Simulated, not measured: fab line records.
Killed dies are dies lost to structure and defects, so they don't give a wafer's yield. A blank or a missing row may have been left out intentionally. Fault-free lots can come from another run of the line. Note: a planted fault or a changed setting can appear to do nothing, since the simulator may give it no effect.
A struck lot beside a sound one ; flow sky130 ; 14 out of 708 route steps
Sound: these wafers, L954.1, L954.2, L954.6. Struck: wafers L953.1, L953.5, L953.6. The cause is named last.
For every step that has rows: the tool of each side, followed by ch and its chambers, followed by its first start. Under that, the readings that differ: sound wafers ; struck wafers ; difference of the means ; sigmas: that difference in standard deviations of wafers without a fault.
alike: same words and numbers on both sides, and readings whose means sit less than 2 such deviations apart. not compared: any withheld reading, any reading some wafer has no value for, any bound like >300 that may hide the same value, and any number with overlapping values for which the record gives no deviation.
The two part at a step that has a row with sigmas, a row that says differs or no value, or rows on one side only. When numbers do not overlap yet have no deviation, they are printed without sigmas and do not part them. A reading that every wafer of one side lacks parts them only if that side has two wafers or more.

first, 1 step without rows for these wafers: SKY_LDD_LDN_IMPLANT_11.
SKY_LDD_LDN_STRIP_12: strips in O2/N2.
  sound on plasmaAsher-04 ch 0,1, day 29 23:36; struck on plasmaAsher-02 ch 0,1, day 29 10:19
  alike: drypumpMotorCurrentA, oesProductAu, stripTimeToEndpointS
  not compared: rfHoursCounterH
SKY_LDD_LDN_TW_MEAS_13:
  struck on filmMetro-01, day 29 10:25; sound on filmMetro-01, day 29 23:42
  alike: LDD_LDN_TW
then, 2 steps without rows for these wafers: SKY_LDD_LDN_CLEAN_14 (cleans in SC1/SC2, time 150 s); SKY_SPACER_CVD_00 (deposits Si3N4 from DCS/NH3, target thk 43.1 nm, time 740 s).
SKY_SPACER_THK_MEAS_01:
  struck on filmMetro-01, day 29 11:44; sound on filmMetro-01, day 30 03:18
  alike: SPACER_CVD_00_THK
SKY_SPACER_ETCHBACK_02: etches Si3N4 in CH3F/O2, stops on SiO2, time 46.7 s, target depth 45 nm.
  sound on rieDiel-02 ch 0,1, day 30 03:22; struck on rieDiel-03 ch 1,2, day 29 11:47
reading;sound;struck;difference;sigmas
drypumpMotorCurrentA (A);5.0 4.9 4.9;5.9 6.8 5.9;+1.3;+2
  alike: oesProductAu, throttleValvePct
  not compared: rfHoursCounterH
then, 5 steps without rows for these wafers: SKY_POLY_CUT_DEHYDRATE_00 (time 60 s); SKY_POLY_CUT_HMDS_01 (prime time 60 s); SKY_POLY_CUT_COAT_02 (resist thk 60 nm); SKY_POLY_CUT_COAT_03 (resist thk 450 nm); SKY_POLY_CUT_SOFTBAKE_04 (time 90 s).
SKY_POLY_CUT_EXPOSE_05: exposes mask NPCM, target cd 270 nm.
  struck on krfScanner-02, day 30 02:32; sound on krfScanner-02 ch 0, day 30 17:25
  no value came back on the struck wafers for exposureDoseMJCm2, focusOffsetNm (nm), sigmaInner; on the sound wafers exposureDoseMJCm2 reads 32.02 31.97 32.02
  alike: mask
then, 1 step without rows for these wafers: SKY_POLY_CUT_PEB_06.

== WHERE THEY PART ==
First at SKY_SPACER_ETCHBACK_02; last, within this record, at SKY_POLY_CUT_EXPOSE_05.

WHY: the cause the simulator had injected
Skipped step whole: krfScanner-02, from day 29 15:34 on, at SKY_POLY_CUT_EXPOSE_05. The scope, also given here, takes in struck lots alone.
